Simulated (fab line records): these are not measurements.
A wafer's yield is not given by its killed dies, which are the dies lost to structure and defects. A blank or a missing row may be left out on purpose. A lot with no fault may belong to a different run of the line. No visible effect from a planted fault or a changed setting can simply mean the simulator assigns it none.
fab line records	flow sky130
record: lots: 6	wafers: 18	lastDay: 51
route steps=708 shown SD_P@328 RES_XHIGH@332 SD_N@342
lots with no fault: from the same line, run without faults
startH: hours from the record's first day to the start of the lot's first wafer shown	waitH: hours since the lot's step before	" unchanged from the row above	L1.1+2: a single row standing in for several wafers	- either no value or no given start	* or withheld: withheld	< > ~ a bound
route shown NAME@n: a module of which the file shows steps, and the number in the route of the first	usual: mean/standard deviation taken from wafers without a fault	same: alike in all rows	chamber/n: place in a boat	sites: each site's reading	_std_site: the values' standard deviation	_edge_site: the outer-site mean with the inner-site mean subtracted	radiusMm: how far each site lies from the wafer's centre	mask NAME#n: copy n	behind: the tool/chamber that last shaped the wafer	hold: cause of the lot's hold/its duration in hours/its outcome	device: the transistor (n, p or np) that didn't switch	end of line: at the end of the route, the tests of the same wafers	where a step has no rows: the recipe by itself	killed: dies that structure and defects cost at the first sort, which is not the same as the wafer's yield	map: dies across one wafer; x = killed, . = not, _ = none there
set.NAME: the setting the step ran with; set.NAME@STEP: the setting that earlier step ran with	model.NAME: the simulator's own value behind a step, which no gauge read
certain route steps with their lots: each step a table, each wafer a row
services: a tool's chamber out of use, with start hour (startH, from the record's first day; less than 0 if before it), hours out, and reason
== steps ==
step: SKY_SD_P_OVL_MEAS_08
usual: SD_P_OVL: 0.5/1.2
lot.wafer	tool	chamber	startH	waitH	SD_P_OVL[nm]
L300.1	overlay-01	-	633.70	0.1	0.3
L300.2	"	-	"	"	0.2
L300.4	"	-	"	"	0.4
L301.2	overlay-01	-	648.13	0.1	-0.2
L301.4	"	-	"	"	0.1
L301.5	"	-	"	"	1.2
L306.1	overlay-02	-	687.83	0.1	1.7
L306.3	"	-	"	"	-0.3
L306.5	"	-	"	"	2.6
L307.1	overlay-01	-	700.33	0.1	-0.3
L307.2	"	-	"	"	-0.4
L307.5	"	-	"	"	-1.1
L315.2	overlay-01	-	777.90	0.1	1.2
L315.4	"	-	"	"	-1.0
L315.5	"	-	"	"	-1.4
L317.3	overlay-02	-	794.19	0.1	1.1
L317.5	"	-	"	"	0.7
L317.6	"	-	"	"	0.2
step: SKY_SD_P_IMPLANT_09
recipe: species: BF2	energyKev: 20	doseCm2: 3e+15	tiltDeg: 0
step: SKY_SD_P_STRIP_10
recipe: chemistry: O2/N2	powerW: 1400	pressureMtorr: 1500	platenTempC: withheld	o2FlowSccm: 3000	n2FlowSccm: 300	overashFraction: 0.5
usual: chamberPressureMTorr: 1499.8/1.5	drypumpMotorCurrentA: 5.9/0.42	oesProductAu: 0.617/0.0043	stripTimeToEndpointS: 17.48/0.038
lot.wafer	tool	chamber	startH	waitH	chamberPressureMTorr	drypumpMotorCurrentA	oesProductAu	rfHoursCounterH	stripTimeToEndpointS
L300.1	plasmaAsher-01	1	633.88	0.1	1498.1	6.0	0.623	92	17.53
L300.2	"	0	"	"	1498.5	5.5	0.620	92	17.55
L300.4	"	0	"	"	1498.9	5.5	0.621	-	17.48
L301.2	plasmaAsher-03	0	648.31	0.1	1501.4	6.5	0.623	84	17.52
L301.4	"	0	"	"	1501.7	6.5	0.614	-	17.49
L301.5	"	0	"	"	1499.7	6.5	0.615	-	17.50
L306.1	plasmaAsher-04	1	688.01	0.1	1498.7	6.0	0.613	26	17.53
L306.3	"	1	"	"	1500.3	6.0	0.617	-	17.52
L306.5	"	0	"	"	1502.1	6.4	0.627	-	17.52
L307.1	plasmaAsher-01	0	700.51	0.1	1497.9	5.5	0.613	99	17.52
L307.2	"	1	"	"	1496.2	5.9	0.621	99	17.49
L307.5	"	1	"	"	1502.5	5.9	0.616	-	17.45
L315.2	plasmaAsher-04	1	778.08	0.1	1501.4	6.0	0.620	35	17.42
L315.4	"	1	"	"	1500.7	6.0	0.625	-	17.42
L315.5	"	1	"	"	1500.6	6.0	0.617	-	17.44
L317.3	plasmaAsher-01	0	794.40	0.1	1499.5	5.5	0.620	-	17.48
L317.5	"	1	"	"	1500.0	6.0	0.615	-	17.46
L317.6	"	0	"	"	1498.7	5.5	0.614	-	17.45
step: SKY_SD_P_TW_MEAS_11
usual: SD_P_TW: 2850/28
lot.wafer	tool	chamber	startH	waitH	SD_P_TW
L300.1	filmMetro-04	-	633.98	0.1	2825
L300.2	"	-	"	"	2809
L300.4	"	-	"	"	2806
L301.2	filmMetro-04	-	648.42	0.1	2837
L301.4	"	-	"	"	2843
L301.5	"	-	"	"	2843
L306.1	filmMetro-04	-	688.11	0.1	2838
L306.3	"	-	"	"	2842
L306.5	"	-	"	"	2834
L307.1	filmMetro-01	-	700.61	0.1	2843
L307.2	"	-	"	"	2847
L307.5	"	-	"	"	2850
L315.2	filmMetro-04	-	778.19	0.1	2837
L315.4	"	-	"	"	2845
L315.5	"	-	"	"	2849
L317.3	filmMetro-02	-	794.48	0.1	2848
L317.5	"	-	"	"	2849
L317.6	"	-	"	"	2838
step: SKY_RES_XHIGH_DEHYDRATE_00
recipe: tempC: 200	timeS: 60
step: SKY_RES_XHIGH_HMDS_01
recipe: primeTimeS: 60	primeTempC: 120
step: SKY_RES_XHIGH_COAT_02
recipe: resist: NOVOLAK	spinRpm: 3000	resistThkNm: 1140
step: SKY_RES_XHIGH_SOFTBAKE_03
recipe: tempC: 90	timeS: 60	resist: NOVOLAK
step: SKY_RES_XHIGH_EXPOSE_04
recipe: maskId: URPM	na: 0.6	sourceShape: conventional	sigmaOuter: 0.6	polarization: unpolarized	targetCdNm: 1270	doseMj: 140
step: SKY_RES_XHIGH_PEB_05
recipe: tempC: withheld	timeS: *	resist: NOVOLAK
step: SKY_RES_XHIGH_DEVELOP_06
recipe: resist: NOVOLAK	developer: TMAH	developTimeS: 60	devTempC: 23
step: SKY_RES_XHIGH_IMPLANT_07
recipe: species: BF2	energyKev: 20	doseCm2: 3.6e+14	tiltDeg: 0
step: SKY_RES_XHIGH_STRIP_08
recipe: chemistry: O2/N2	powerW: 1400	pressureMtorr: 1500	platenTempC: withheld	o2FlowSccm: 3000	n2FlowSccm: 300	overashFraction: 0.5
usual: chamberPressureMTorr: 1499.9/1.3	drypumpMotorCurrentA: 5.7/0.55	oesProductAu: 0.711/0.0047	stripTimeToEndpointS: 14.26/0.035
lot.wafer	tool	chamber	startH	waitH	chamberPressureMTorr	drypumpMotorCurrentA	oesProductAu	rfHoursCounterH	stripTimeToEndpointS	model.NOVOLAK_of_RES_XHIGH_COAT_02.thkNm
L300.1	plasmaAsher-03	1	662.26	0.1	1502.3	5.5	0.721	85	14.22	0
L300.2	"	0	"	"	1495.9	6.5	0.711	85	14.25	0
L300.4	"	1	"	"	1499.4	5.4	0.707	-	14.25	0
L301.2	plasmaAsher-03	0	676.91	0.1	1498.1	6.5	0.709	88	14.27	0
L301.4	"	0	"	"	1501.9	6.5	0.704	-	14.29	0
L301.5	"	1	"	"	1501.9	5.5	0.721	-	14.27	0
L306.1	plasmaAsher-03	0	716.16	0.1	-	-	-	-	-	1138
L306.3	"	1	"	"	-	-	-	-	-	1138
L306.5	"	0	"	"	-	-	-	-	-	1137
L307.1	plasmaAsher-02	0	727.66	0.1	-	-	-	-	-	1141
L307.2	"	1	"	"	-	-	-	-	-	1143
L307.5	"	1	"	"	-	-	-	-	-	1140
L315.2	plasmaAsher-02	1	804.11	0.1	1499.6	4.9	0.709	66	14.30	0
L315.4	"	0	"	"	1500.0	5.7	0.707	-	14.29	0
L315.5	"	0	"	"	1500.7	5.7	0.711	-	14.30	0
L317.3	plasmaAsher-02	0	821.29	0.1	1498.1	5.7	0.707	-	14.25	0
L317.5	"	1	"	"	1497.6	4.9	0.710	-	14.30	0
L317.6	"	0	"	"	1500.7	5.7	0.709	-	14.31	0
step: SKY_RES_XHIGH_TW_MEAS_09
usual: RES_XHIGH_TW: 1650/13
lot.wafer	tool	chamber	startH	waitH	RES_XHIGH_TW
L300.1	filmMetro-01	-	662.36	0.1	1638
L300.2	"	-	"	"	1645
L300.4	"	-	"	"	1647
L301.2	filmMetro-02	-	677.02	0.1	1665
L301.4	"	-	"	"	1669
L301.5	"	-	"	"	1667
L306.1	filmMetro-02	-	716.26	0.1	1665
L306.3	"	-	"	"	1684
L306.5	"	-	"	"	1677
L307.1	filmMetro-04	-	727.81	0.1	1643
L307.2	"	-	"	"	1646
L307.5	"	-	"	"	1647
L315.2	filmMetro-01	-	804.22	0.1	1652
L315.4	"	-	"	"	1642
L315.5	"	-	"	"	1647
L317.3	filmMetro-02	-	821.38	0.1	1668
L317.5	"	-	"	"	1665
L317.6	"	-	"	"	1658
step: SKY_SD_N_DEHYDRATE_00
recipe: tempC: 200	timeS: 60
step: SKY_SD_N_HMDS_01
recipe: primeTimeS: 60	primeTempC: 120
step: SKY_SD_N_COAT_02
recipe: resist: NOVOLAK	spinRpm: 3000	resistThkNm: 1140
step: SKY_SD_N_SOFTBAKE_03
recipe: tempC: 90	timeS: 60	resist: NOVOLAK
step: SKY_SD_N_EXPOSE_04
recipe: maskId: NSDM	na: 0.6	sourceShape: conventional	sigmaOuter: 0.6	polarization: unpolarized	targetCdNm: 380	doseMj: 139.2
step: SKY_SD_N_PEB_05
recipe: tempC: withheld	timeS: *	resist: NOVOLAK
step: SKY_SD_N_DEVELOP_06
recipe: resist: NOVOLAK	developer: TMAH	developTimeS: 60	devTempC: 23
step: SKY_SD_N_CD_MEAS_07
recipe: targetCdNm: 380
usual: cdNm: 380/3
lot.wafer	tool	chamber	startH	waitH	cdNm
L300.1	cdSem-01	-	690.72	0.1	381
L300.2	"	-	"	"	380
L300.4	"	-	"	"	380
L301.2	cdSem-02	-	705.59	0.1	377
L301.4	"	-	"	"	376
L301.5	"	-	"	"	377
L306.1	cdSem-02	-	743.17	0.1	376
L306.3	"	-	"	"	377
L306.5	"	-	"	"	377
L307.1	cdSem-02	-	754.27	0.1	382
L307.2	"	-	"	"	382
L307.5	"	-	"	"	384
L315.2	cdSem-01	-	830.63	0.1	383
L315.4	"	-	"	"	381
L315.5	"	-	"	"	381
L317.3	cdSem-02	-	847.40	0.1	377
L317.5	"	-	"	"	377
L317.6	"	-	"	"	378
step: SKY_SD_N_OVL_MEAS_08
usual: SD_N_OVL: 0.9/1.3
lot.wafer	tool	chamber	startH	waitH	SD_N_OVL[nm]
L300.1	overlay-02	-	690.84	0.1	-1.8
L300.2	"	-	"	"	0.3
L300.4	"	-	"	"	-0.7
L301.2	overlay-02	-	705.70	0.1	0.1
L301.4	"	-	"	"	-0.8
L301.5	"	-	"	"	-0.7
L306.1	overlay-02	-	743.29	0.1	2.1
L306.3	"	-	"	"	1.2
L306.5	"	-	"	"	-0.2
L307.1	overlay-02	-	754.39	0.1	-0.3
L307.2	"	-	"	"	-0.3
L307.5	"	-	"	"	0.4
L315.2	overlay-01	-	830.74	0.1	-1.5
L315.4	"	-	"	"	-2.3
L315.5	"	-	"	"	-1.7
L317.3	overlay-02	-	847.49	0.1	-1.0
L317.5	"	-	"	"	0.2
L317.6	"	-	"	"	0.3
step: SKY_SD_N_IMPLANT_09
recipe: species: As	energyKev: 50	doseCm2: 4e+15	tiltDeg: 0
step: SKY_SD_N_IMPLANT_10
recipe: species: P	energyKev: 20	doseCm2: 1e+14	tiltDeg: 0
step: SKY_SD_N_STRIP_11
recipe: chemistry: O2/N2	powerW: 1400	pressureMtorr: 1500	platenTempC: withheld	o2FlowSccm: 3000	n2FlowSccm: 300	overashFraction: 0.5
usual: chamberPressureMTorr: 1500.0/1.2	drypumpMotorCurrentA: 6.0/0.51	oesProductAu: 0.527/0.0039	stripTimeToEndpointS: 22.56/0.038
lot.wafer	tool	chamber	startH	waitH	chamberPressureMTorr	drypumpMotorCurrentA	oesProductAu	rfHoursCounterH	stripTimeToEndpointS
L300.1	plasmaAsher-03	0	691.18	0.1	1499.6	6.5	0.526	89	22.48
L300.2	"	1	"	"	1500.1	5.5	0.532	89	22.50
L300.4	"	0	"	"	1501.6	6.5	0.524	-	22.52
L301.2	plasmaAsher-04	0	706.03	0.1	1500.9	6.5	0.530	28	22.55
L301.4	"	1	"	"	1502.6	6.0	0.530	-	22.55
L301.5	"	1	"	"	1499.7	5.9	0.528	-	22.54
L306.1	plasmaAsher-04	1	743.63	0.1	1501.6	6.0	0.613	32	39.42
L306.3	"	0	"	"	1498.7	6.5	0.617	-	39.44
L306.5	"	1	"	"	1501.4	6.0	0.612	-	39.44
L307.1	plasmaAsher-02	1	754.73	0.1	1498.7	4.9	0.617	61	39.54
L307.2	"	0	"	"	1499.4	5.7	0.612	61	39.52
L307.5	"	1	"	"	1503.1	4.9	0.617	-	39.52
L315.2	plasmaAsher-02	0	831.07	0.1	1499.0	5.7	0.530	69	22.53
L315.4	"	0	"	"	1501.4	5.7	0.531	-	22.50
L315.5	"	0	"	"	1499.4	5.7	0.520	-	22.53
L317.3	plasmaAsher-04	1	847.85	0.1	1499.8	6.0	0.525	-	22.54
L317.5	"	0	"	"	1502.2	6.5	0.516	-	22.58
L317.6	"	1	"	"	1500.0	6.0	0.525	-	22.55
step: SKY_SD_N_TW_MEAS_12
usual: SD_N_TW: 4023/38
lot.wafer	tool	chamber	startH	waitH	SD_N_TW
L300.1	filmMetro-01	-	691.28	0.1	3983
L300.2	"	-	"	"	4001
L300.4	"	-	"	"	3985
L301.2	filmMetro-02	-	706.14	0.1	4084
L301.4	"	-	"	"	4056
L301.5	"	-	"	"	4051
L306.1	filmMetro-02	-	743.73	0.1	31
L306.3	"	-	"	"	31
L306.5	"	-	"	"	31
L307.1	filmMetro-01	-	754.83	0.1	30
L307.2	"	-	"	"	30
L307.5	"	-	"	"	30
L315.2	filmMetro-02	-	831.18	0.1	4023
L315.4	"	-	"	"	4005
L315.5	"	-	"	"	4038
L317.3	filmMetro-04	-	847.93	0.1	4032
L317.5	"	-	"	"	4021
L317.6	"	-	"	"	4036
step: SKY_SD_N_CLEAN_13
recipe: chemistry: SC1/SC2	mix: 1:4:20	tempC: 70	timeS: 150	dry: n2Spin
== services ==
tool	chamber	startH	hours	kind
plasmaAsher-04	-	614.38	3.8	repair
plasmaAsher-02	-	657.76	7.0	repair
plasmaAsher-02	-	664.72	15.6	pm
plasmaAsher-02	-	706.14	21.4	repair
plasmaAsher-01	-	718.63	0.3	repair
plasmaAsher-04	-	721.55	1.0	repair
plasmaAsher-01	-	733.75	9.0	pm
plasmaAsher-01	0	733.75	9.0	ventCycle
plasmaAsher-01	1	733.75	9.0	ventCycle
plasmaAsher-01	0	742.75	-	clean
plasmaAsher-01	1	742.75	-	clean
plasmaAsher-02	-	764.30	0.4	repair
plasmaAsher-03	-	814.47	11.3	repair
== key ==
firstSign: step: SKY_RES_XHIGH_STRIP_08	reading: toolRecord	direction: missing
effect: step: SKY_SD_N_STRIP_11	reading: stripTimeToEndpointS	direction: up	sigmas: 99+	usual: *	struck: *
effect: step: SKY_SD_N_TW_MEAS_12	reading: SD_N_TW	direction: down	sigmas: 99+	usual: 4023	struck: 30
modelEffect: step: SKY_RES_XHIGH_STRIP_08	value: NOVOLAK_of_RES_XHIGH_COAT_02.thkNm	without: 0	struck: 1139
metAt SKY_RES_XHIGH_STRIP_08
struckWafers L306.1,L306.3,L306.5,L307.1,L307.2,L307.5
sortLeftOut L306.1,L306.3,L306.5,L307.1,L307.2,L307.5
testerLeftOut L306,L307
onsetBetween 676.91 716.16
fault: kind: skippedStepWhole	tool: plasmaAsher-02,plasmaAsher-03	chamber: -	onsetH: 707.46	steps: SKY_RES_XHIGH_STRIP_08	scope: struckLotsOnly
testerLeftOut: of these lots the tester's yield and bins aren't shown, on N5 and GAA mostly nor the transistor test; their killed dies are dies lost to structure and defects alone, not to doping, threshold or leakage, so they don't give the yield
sortLeftOut: the simulated sort isn't trusted on such a fault, so these wafers' sort isn't shown, and their yield isn't known
